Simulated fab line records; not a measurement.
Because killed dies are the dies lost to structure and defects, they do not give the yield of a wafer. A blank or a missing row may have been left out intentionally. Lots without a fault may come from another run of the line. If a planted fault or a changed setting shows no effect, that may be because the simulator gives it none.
Matching of chambers :: flow sfq line :: cmp-02 running SFQ_TRILAYER_I3_CMP_CMP_082: 4 sister chambers
The step polishes SiO2. 4 wafers are shown with their chamber, then 7 later ones without.

== WAFERS PAIRED WITH THEIR CHAMBERS ==
wafer: L301.4
chamber: 2
motor current A (A): 8.3

wafer: L305.5
chamber: 1
motor current A (A): 9.9

wafer: L309.1
chamber: 0
motor current A (A): 9.8

wafer: L309.2
chamber: 3
motor current A (A): 11.6

== WAFERS WHOSE CHAMBER IS MISSING ==
wafer: L309.5
motor current A (A): 9.5

wafer: L314.4
motor current A (A): 11.3

wafer: L314.2
motor current A (A): 9.8

wafer: L314.6
motor current A (A): 8.3

wafer: L315.2
motor current A (A): 9.3

wafer: L315.3
motor current A (A): 9.5

wafer: L315.4
motor current A (A): 8.4

== CHAMBER TAKEN BY EACH ==
wafer: L309.5
from the rows above: can't be placed: 0 or 1
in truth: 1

wafer: L314.4
from the rows above: 3
in truth: 3

wafer: L314.2
from the rows above: can't be placed: 0 or 1
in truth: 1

wafer: L314.6
from the rows above: 2
in truth: 2

wafer: L315.2
from the rows above: can't be placed: 0 or 1 or 2
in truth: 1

wafer: L315.3
from the rows above: can't be placed: 0 or 1
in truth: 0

wafer: L315.4
from the rows above: 2
in truth: 2
3 of 7 placed correctly. These rows do not allow placing 4 (true chamber among the candidates in 4). Wrongly placed: 0.
How it was worked out, from the rows above alone: a wafer's distance from a chamber is the root of the sum, over the readings, of the square of ((its reading less the chamber's mean) divided by the reading's scatter). If the next closest chamber is less than 2 further off than the closest, the wafer can't be placed; otherwise it belongs to the closest. For every chamber, the mean is computed from those of its wafers that are shown. The scatter: with one shown wafer a chamber, the root of the mean of the squares of how far each hidden wafer lies from its nearest shown one.
